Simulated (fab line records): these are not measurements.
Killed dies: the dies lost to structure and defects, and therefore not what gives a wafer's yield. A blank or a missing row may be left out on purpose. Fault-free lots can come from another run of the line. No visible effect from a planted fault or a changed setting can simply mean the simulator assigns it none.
A struck lot beside a sound one | flow gf180mcu | 17 steps out of a route of 602
Sound: wafers L536.4, L536.5, L536.6. Struck: wafer L527.4 (L527.1, L527.3, from the same lot, were not struck and are left out); the cause is given at the end.
At each step with rows: each side's tool, then ch and its chambers, then its first start. Under that, the readings that differ: sound wafers | struck wafers | difference of the means | sigmas: that difference in standard deviations of wafers without a fault.
alike: readings whose means differ by less than 2 such deviations, and words and numbers that are the same on both sides. not compared: withheld readings, readings that some wafer has no value for, bounds like >300 that may hide the same value, and numbers for which the record gives no deviation and whose values overlap.
Wherever a step has rows on one side only, a row that says differs or no value, or a row with sigmas, the two part there. Numbers that have no deviation but don't overlap get no sigmas and don't part them. Lack of a reading on every wafer of one side parts them only where that side has two or more wafers.

first, 2 steps without rows for these wafers: GF_CONTACT_PEB_12 (peb time 90 s); GF_CONTACT_DEVELOP_13 (develop time 60 s).
GF_CONTACT_CD_MEAS_14 targets a cd of 220 nm.
  sound on cdSem-02, day 21 15:40; struck on cdSem-01, day 18 06:20
  alike: cdNm
GF_CONTACT_OVL_MEAS_15:
  sound on overlay-02, day 21 15:45; struck on overlay-02, day 18 06:28
  alike: CONTACT_OVL
GF_CONTACT_ETCH_16: etches BARC in N2/H2.
  sound on rieDiel-01 ch 1,2,3, day 21 15:46; struck on rieDiel-03 ch 3, day 18 06:29
reading                  | sound       | struck | difference | sigmas
drypumpMotorCurrentA (A) | 5.0 5.7 5.7 | 6.5    | +1.0       | +2
  alike: n2FlowSccm, oesProductAu, throttleValvePct
then, 1 step without rows for these wafers: GF_CONTACT_ETCH_17 (etches SiO2 in C4F8/O2/Ar, stops on CoSi2, target depth 860 nm).
GF_CONTACT_STRIP_18: strips in O2/N2.
  sound on plasmaAsher-02 ch 0,1, day 21 15:58; struck on plasmaAsher-01 ch 1, day 18 06:40
  alike: drypumpMotorCurrentA, heaterPowerW, n2FlowSccm, o2FlowSccm, oesProductAu
  not compared: rfHoursCounterH
then, 3 steps without rows for these wafers: GF_CONTACT_CLEAN_19 (cleans in SPM); GF_CONTACT_CLEAN_20 (cleans in DIW); GF_CONTACT_CLEAN_21 (cleans in dHF, time 20 s).
GF_CONTACT_SPUTTER_22: material Ti, target thk 15 nm, time 80.02 s.
  sound on pvdSputter-01, day 21 16:14; struck on pvdSputter-01, day 18 06:57
reading             | sound                | struck | difference | sigmas
cathodeDcPowerW (W) | 2499.8 2499.5 2499.9 | 2500.8 | +1.1       | +2
  alike: throttleValvePct
GF_CONTACT_SPUTTER_23: material TiN, target thk 10 nm, time 40 s.
  sound on pvdSputter-01, day 21 16:17; struck on pvdSputter-01, day 18 07:01
  alike: cathodeDcPowerW, throttleValvePct
GF_CONTACT_CVD_24: deposits W, target thk 300 nm, time 90.339 s.
  sound on cvdW-01 ch 0,1, day 21 16:22; struck on cvdW-02 ch 1, day 18 07:03
reading                              | sound             | struck | difference | sigmas
model.W_of_CONTACT_CVD_24.thkNm (nm) | 292.5 293.8 292.4 | 320.8  | +27.9      | 
  alike: heaterPowerW
GF_CONTACT_RS_MEAS_25: a four-point-probe measurement.
  sound on filmMetro-02, day 21 16:29; struck on filmMetro-02, day 18 07:09
reading               | sound             | struck | difference | sigmas
CONTACT_W_RS (ohm/sq) | 0.393 0.391 0.392 | 0.358  | -0.034     | -8
GF_CONTACT_THK_MEAS_26: measures by xrf.
  sound on filmMetro-02, day 21 16:35; struck on filmMetro-02, day 18 07:16
reading            | sound       | struck | difference | sigmas
CONTACT_W_THK (nm) | 293 293 293 | 317    | +24        | +7
GF_CONTACT_CMP_27: polishes, stops on SiO2, t overpolish 15 s, target thk 0 nm.
  sound on cmp-02 ch 1,2,3, day 21 16:43; struck on cmp-01 ch 0, day 18 07:23
  alike: motorCurrentA, overpolishRunS, timeToEndpointS
following that, these wafers have no rows for 1 step: GF_PASSIVATION_PROBE_99.

== WHERE THEY PART ==
First at GF_CONTACT_ETCH_16; last, within this record, at GF_CONTACT_THK_MEAS_26. Later steps at which nothing parts them and some readings are alike: GF_CONTACT_CMP_27.

WHY: the cause the simulator had injected
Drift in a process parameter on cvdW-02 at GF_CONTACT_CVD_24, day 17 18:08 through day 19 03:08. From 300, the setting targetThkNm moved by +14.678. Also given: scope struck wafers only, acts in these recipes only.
